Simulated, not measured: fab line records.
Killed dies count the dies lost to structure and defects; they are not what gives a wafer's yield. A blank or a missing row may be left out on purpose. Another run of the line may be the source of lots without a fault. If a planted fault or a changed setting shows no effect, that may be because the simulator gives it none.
The tool behind it: which one? :: flow sky130 :: 12 lots, 36 wafers sampled, at 5 steps of a route of 708

## WHAT THE GAUGES SHOWED, per wafer
SKY_CONTACT_BOW_MEAS_05.
lot: L855
measured: day 30 06:56
on: film-metro-02
CONTACT_BOW (um): 90 80 90

lot: L857
measured: day 31 14:44
on: film-metro-03
CONTACT_BOW (um): 68 78 73

lot: L859
measured: day 32 04:26
on: film-metro-02
CONTACT_BOW (um): 84 78 80

lot: L860
measured: day 32 15:23
on: film-metro-01
CONTACT_BOW (um): 90 71 82

lot: L862
measured: day 33 05:16
on: film-metro-02
CONTACT_BOW (um): 77 67 73

lot: L863
measured: day 33 11:05
on: film-metro-02
CONTACT_BOW (um): 82 72 76

lot: L864
measured: day 33 19:12
on: film-metro-03
CONTACT_BOW (um): 81 83 84

lot: L866
measured: day 34 11:07
on: film-metro-01
CONTACT_BOW (um): 79 77 74

lot: L867
measured: day 34 17:33
on: film-metro-02
CONTACT_BOW (um): 82 76 76

lot: L873
measured: day 37 15:40
on: film-metro-02
CONTACT_BOW (um): 75 77 80

lot: L875
measured: day 37 15:59
on: film-metro-02
CONTACT_BOW (um): 81 87 69

lot: L876
measured: day 39 07:47
on: film-metro-01
CONTACT_BOW (um): 76 89 83

SKY_CONTACT_RS_MEAS_25: measurement is done with a four-point probe.
lot: L855
measured: day 31 12:25
on: film-metro-02
CONTACT_W_RS (ohm/sq): 0.340 0.339 0.340

lot: L857
measured: day 32 18:36
on: film-metro-02
CONTACT_W_RS (ohm/sq): 0.340 0.340 0.339

lot: L859
measured: day 33 07:29
on: film-metro-01
CONTACT_W_RS (ohm/sq): 0.339 0.342 0.338

lot: L860
measured: day 33 18:58
on: film-metro-02
CONTACT_W_RS (ohm/sq): 0.337 0.335 0.336

lot: L862
measured: day 34 08:38
on: film-metro-01
CONTACT_W_RS (ohm/sq): 0.339 0.338 0.339

lot: L863
measured: day 34 15:55
on: film-metro-01
CONTACT_W_RS (ohm/sq): 0.346 0.341 0.343

lot: L864
measured: day 34 22:37
on: film-metro-03
CONTACT_W_RS (ohm/sq): 0.345 0.341 0.343

lot: L866
measured: day 35 15:02
on: film-metro-02
CONTACT_W_RS (ohm/sq): 0.332 0.333 0.339

lot: L867
measured: day 35 21:32
on: film-metro-02
CONTACT_W_RS (ohm/sq): 0.342 0.345 0.338

lot: L873
measured: day 38 17:49
on: film-metro-03
CONTACT_W_RS (ohm/sq): 0.341 0.343 0.340

lot: L875
measured: day 38 18:44
on: film-metro-03
CONTACT_W_RS (ohm/sq): 0.342 0.342 0.344

lot: L876
measured: day 40 08:24
on: film-metro-01
CONTACT_W_RS (ohm/sq): 0.342 0.345 0.345

SKY_VIA1_THK_MEAS_01.
lot: L855
measured: day 32 17:22
on: film-metro-01
VIA1_HDPCVD_THK (nm): 1027 1041 1018

lot: L857
measured: day 33 23:14
on: film-metro-04
VIA1_HDPCVD_THK (nm): 1033 1039 1023

lot: L859
measured: day 34 11:51
on: film-metro-03
VIA1_HDPCVD_THK (nm): 1031 1011 1014

lot: L860
measured: day 34 23:49
on: film-metro-03
VIA1_HDPCVD_THK (nm): 1020 1037 1037

lot: L862
measured: day 35 12:34
on: film-metro-03
VIA1_HDPCVD_THK (nm): 1038 1029 1026

lot: L863
measured: day 35 19:30
on: film-metro-01
VIA1_HDPCVD_THK (nm): 1028 1031 1037

lot: L864
measured: day 36 01:48
on: film-metro-01
VIA1_HDPCVD_THK (nm): 1029 1029 1024

lot: L866
measured: day 36 17:57
on: film-metro-04
VIA1_HDPCVD_THK (nm): 1021 1004 1010

lot: L867
measured: day 37 01:16
on: film-metro-04
VIA1_HDPCVD_THK (nm): 1047 1034 1043

lot: L873
measured: day 39 20:17
on: film-metro-01
VIA1_HDPCVD_THK (nm): 1028 521 1045

lot: L875
measured: day 39 20:55
on: film-metro-01
VIA1_HDPCVD_THK (nm): 1015 1027 521

lot: L876
measured: day 41 10:57
on: film-metro-01
VIA1_HDPCVD_THK (nm): 1060 1042 1058

## EACH LOT AND THE TOOL THAT RAN IT (in order: tool; ch and the chambers of the sampled wafers; start)
lot: L855
SKY_CONTACT_ETCH_16: rie-diel-01 ch 0,3, day 31 11:27
SKY_VIA1_HDPCVD_00: hdpcvd-02 ch 0,1,2, day 32 17:14

lot: L857
SKY_CONTACT_ETCH_16: rie-diel-01 ch 0,1,3, day 32 17:42
SKY_VIA1_HDPCVD_00: hdpcvd-02 ch 0,1,2, day 33 23:07

lot: L859
SKY_CONTACT_ETCH_16: rie-diel-03 ch 0,1, day 33 06:33
SKY_VIA1_HDPCVD_00: hdpcvd-02 ch 0,1, day 34 11:44

lot: L860
SKY_CONTACT_ETCH_16: rie-diel-03 ch 0,1,2, day 33 18:04
SKY_VIA1_HDPCVD_00: hdpcvd-02 ch 0,1, day 34 23:41

lot: L862
SKY_CONTACT_ETCH_16: rie-diel-03 ch 0,2, day 34 07:43
SKY_VIA1_HDPCVD_00: hdpcvd-01 ch 0,1, day 35 12:27

lot: L863
SKY_CONTACT_ETCH_16: rie-diel-01 ch 1,2, day 34 14:57
SKY_VIA1_HDPCVD_00: hdpcvd-01 ch 0,1,2, day 35 19:22

lot: L864
SKY_CONTACT_ETCH_16: rie-diel-01 ch 0,1,3, day 34 21:39
SKY_VIA1_HDPCVD_00: hdpcvd-01 ch 0,1, day 36 01:41

lot: L866
SKY_CONTACT_ETCH_16: rie-diel-01 ch 0,1,2, day 35 14:06
SKY_VIA1_HDPCVD_00: hdpcvd-01 ch 1,2, day 36 17:49

lot: L867
SKY_CONTACT_ETCH_16: rie-diel-01 ch 1,2,3, day 35 20:37
SKY_VIA1_HDPCVD_00: hdpcvd-02 ch 0,2, day 37 01:08

lot: L873
SKY_CONTACT_ETCH_16: rie-diel-01 ch 0,2,3, day 38 16:52
SKY_VIA1_HDPCVD_00: hdpcvd-01 ch 0,1,2, day 39 20:10

lot: L875
SKY_CONTACT_ETCH_16: rie-diel-04 ch 1,2,3, day 38 17:48
SKY_VIA1_HDPCVD_00: hdpcvd-01 ch 0,1,2, day 39 20:49

lot: L876
SKY_CONTACT_ETCH_16: rie-diel-04 ch 1,2,3, day 40 07:30
SKY_VIA1_HDPCVD_00: hdpcvd-02 ch 0,2, day 41 10:50
- SKY_CONTACT_ETCH_16: etches BARC in N2/H2, stops on SiO2, time 45.9 s, target depth 60 nm.
- SKY_VIA1_HDPCVD_00: deposits SiO2, target thk 1030 nm, time 171.7 s.

## AS READ BY THE TOOLS THEMSELVES (means over the sampled wafers that have a number; for cases with no such wafer, the mark the record gives instead)
SKY_CONTACT_ETCH_16.
lot: L855
tool: rie-diel-01
drypump-motor-current-A (A): 5.7
oes-product-au (a.u.): 0.855
throttle-valve-pct (%): 13.218

lot: L857
tool: rie-diel-01
drypump-motor-current-A (A): 5.4
oes-product-au (a.u.): 0.852
throttle-valve-pct (%): 13.223

lot: L859
tool: rie-diel-03
drypump-motor-current-A (A): 5.3
oes-product-au (a.u.): 0.856
throttle-valve-pct (%): 13.227

lot: L860
tool: rie-diel-03
drypump-motor-current-A (A): 5.7
oes-product-au (a.u.): 0.852
throttle-valve-pct (%): 13.227

lot: L862
tool: rie-diel-03
drypump-motor-current-A (A): 5.7
oes-product-au (a.u.): 0.856
throttle-valve-pct (%): 13.226

lot: L863
tool: rie-diel-01
drypump-motor-current-A (A): 5.2
oes-product-au (a.u.): 0.851
throttle-valve-pct (%): 13.229

lot: L864
tool: rie-diel-01
drypump-motor-current-A (A): 5.5
oes-product-au (a.u.): 0.848
throttle-valve-pct (%): 13.221

lot: L866
tool: rie-diel-01
drypump-motor-current-A (A): 5.2
oes-product-au (a.u.): 0.847
throttle-valve-pct (%): 13.233

lot: L867
tool: rie-diel-01
drypump-motor-current-A (A): 5.4
oes-product-au (a.u.): 0.855
throttle-valve-pct (%): 13.221

lot: L873
tool: rie-diel-01
drypump-motor-current-A (A): 5.4
oes-product-au (a.u.): 0.854
throttle-valve-pct (%): 13.222

lot: L875
tool: rie-diel-04
drypump-motor-current-A (A): 5.9
oes-product-au (a.u.): 0.853
throttle-valve-pct (%): 13.235

lot: L876
tool: rie-diel-04
drypump-motor-current-A (A): 5.9
oes-product-au (a.u.): 0.855
throttle-valve-pct (%): 13.232

SKY_VIA1_HDPCVD_00.
lot: L855
tool: hdpcvd-02
sih4-flow-sccm (sccm): 59.99

lot: L857
tool: hdpcvd-02
sih4-flow-sccm (sccm): 60.04

lot: L859
tool: hdpcvd-02
sih4-flow-sccm (sccm): 60.10

lot: L860
tool: hdpcvd-02
sih4-flow-sccm (sccm): 59.90

lot: L862
tool: hdpcvd-01
sih4-flow-sccm (sccm): 59.75

lot: L863
tool: hdpcvd-01
sih4-flow-sccm (sccm): 59.89

lot: L864
tool: hdpcvd-01
sih4-flow-sccm (sccm): 60.11

lot: L866
tool: hdpcvd-01
sih4-flow-sccm (sccm): 60.15

lot: L867
tool: hdpcvd-02
sih4-flow-sccm (sccm): 59.99

lot: L873
tool: hdpcvd-01
sih4-flow-sccm (sccm): 49.88

lot: L875
tool: hdpcvd-01
sih4-flow-sccm (sccm): 49.91

lot: L876
tool: hdpcvd-02
sih4-flow-sccm (sccm): 60.05

## THE ANSWER, worked out from the rows above alone
Rule: the lots themselves supply what counts as usual. The widest of any qualifying gaps counts: lots, ordered by their means at a reading, are off when they make up no more than a third of the lots, leave a main group of 4 or more, and stand apart from it by 3 or more times the standard deviation of that group's means. Not used: any main group whose means are identical at the precision the tables above print for the reading. Also off: a lot with no number at a reading for which 4 or more lots have one. Any other lot the step has rows for is counted as sound. First the gauges in route order, then the tools' own readings, where a lot's mean is used as printed above. At the first step where some lot is off, the reading lying furthest off is the one used; lots without a number count as furthest.
Off: L873, L875, seen at SKY_VIA1_THK_MEAS_01 (VIA1_HDPCVD_THK). Mean 1031 nm and standard deviation 11 in the main group.
A tool fits if, at a process step before that reading, it ran every lot that is off, and no sound lot after the first of them. The gauges at SKY_VIA1_THK_MEAS_01 aren't tried: what is off there is off at SKY_VIA1_HDPCVD_00 too, on other tools, and a gauge's error can't cause that. One fits: SKY_VIA1_HDPCVD_00 on hdpcvd-01. Its last sound lot is L866 (day 36 17:49), its first lot that is off L873 (day 39 20:10): a fault that began between those two fits.
On the lots that are off, the tool's own readings at SKY_VIA1_HDPCVD_00 differ by more than 5 times the standard deviation of the sound lots' means, which bears it out; sih4-flow-sccm reads 49.89 sccm there versus 60.00 sccm on the sound lots.

## WHAT THE SIMULATOR HAD PUT IN
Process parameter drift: hdpcvd-01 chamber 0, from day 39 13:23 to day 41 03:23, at SKY_VIA1_HDPCVD_00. A move of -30 in setting sih4-flow-sccm, from 60. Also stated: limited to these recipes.
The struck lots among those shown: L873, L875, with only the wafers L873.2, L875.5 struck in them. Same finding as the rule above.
